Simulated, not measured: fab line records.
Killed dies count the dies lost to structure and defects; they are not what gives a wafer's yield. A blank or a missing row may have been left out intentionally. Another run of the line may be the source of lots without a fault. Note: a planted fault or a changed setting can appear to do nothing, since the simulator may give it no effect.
Struck lot and sound lot, side by side + flow sky130 + 15 steps out of a route of 708
Sound: the wafers L341.3, L341.4, L341.5. Wafers L356.3, L356.5, L356.6 were the ones struck. At the end, the cause is stated.
Order at every step that has rows: each side's tool, ch and its chambers, its first start. Under that, the readings that differ: sound wafers + struck wafers + difference of the means + sigmas: that difference in standard deviations of wafers without a fault.
alike: words and numbers the same on both sides, and readings whose means are apart by under 2 such deviations; not compared: readings that were withheld, readings missing a value for some wafer, numbers with overlapping values and no deviation given by the record, and bounds like >300 which may hide the same value.
Wherever a step has rows on one side only, a row that says differs or no value, or a row with sigmas, the two part there. When numbers do not overlap yet have no deviation, they are printed without sigmas and do not part them. A reading that every wafer of one side lacks parts them only if that side has two wafers or more.

first, 1 step without rows for these wafers: SKY_CAP2M_DEVELOP_11 (develop time 60 s).
SKY_CAP2M_OVL_MEAS_12:
  struck on overlay-02, day 46 14:54; sound on overlay-02, day 42 17:36
  alike: CAP2M_OVL
SKY_CAP2M_METAL_ETCH_13: etches TiN in Cl2/BCl3, stops on SiO2, target depth 220 nm, time 62.9 s.
  sound on rie metal-03 ch 0,1, day 42 17:39; struck on rie metal-01 ch 0,1, day 46 14:57
  alike: bcl3 flow sccm, drypump motor current A, oes product au, throttle valve pct
  not compared: rf hours counter h
SKY_CAP2M_STRIP_14: strips in O2/N2.
  sound on plasma asher-04 ch 0,1, day 42 17:44; struck on plasma asher-01 ch 0,1, day 46 15:02
  alike: drypump motor current A, oes product au, strip time to endpoint s
  not compared: rf hours counter h
then, 8 steps without rows for these wafers: SKY_CAP2M_STRIP_15 (strips in post etch residue remover, time 1200 s); SKY_CAP2M_CLEAN_16 (cleans in IPA, time 180 s); SKY_CAP2M_CLEAN_17 (cleans in O3/DIW); SKY_METAL4_DEHYDRATE_05 (time 60 s); SKY_METAL4_HMDS_06 (prime time 60 s); SKY_METAL4_COAT_07 (resist thk 60 nm); SKY_METAL4_COAT_08 (resist thk 1140 nm); SKY_METAL4_SOFTBAKE_09 (time 90 s).
SKY_METAL4_EXPOSE_10: exposes mask MM4, target cd 300 nm.
  sound on krf scanner-01 ch 0, day 43 06:09; struck on krf scanner-02 ch 0, day 47 01:58
| reading                        | sound                | struck            | difference | sigmas |
|--------------------------------|----------------------|-------------------|------------|--------|
| model.METAL4.overlay x nm (nm) | -3.286 -3.286 -3.286 | 8.277 8.277 8.277 | +11.563    |        |
  alike: mask
then, 1 step without rows for these wafers: SKY_METAL4_PEB_11.
-- the record jumps here: 4 days lie between the struck wafers' starts before and after (it left off in module METAL4 and takes up again in module PAD_OPEN, whose first step shown is number 708 of the route) --
SKY_PAD_OPEN_PROBE_99:
  record: rows for the struck wafers here (prober-01, day 50 18:17), none for the sound ones

WHERE THEY PART
At SKY_PAD_OPEN_PROBE_99 and nowhere else, as far as this record goes.

WHY: what the simulator had put in
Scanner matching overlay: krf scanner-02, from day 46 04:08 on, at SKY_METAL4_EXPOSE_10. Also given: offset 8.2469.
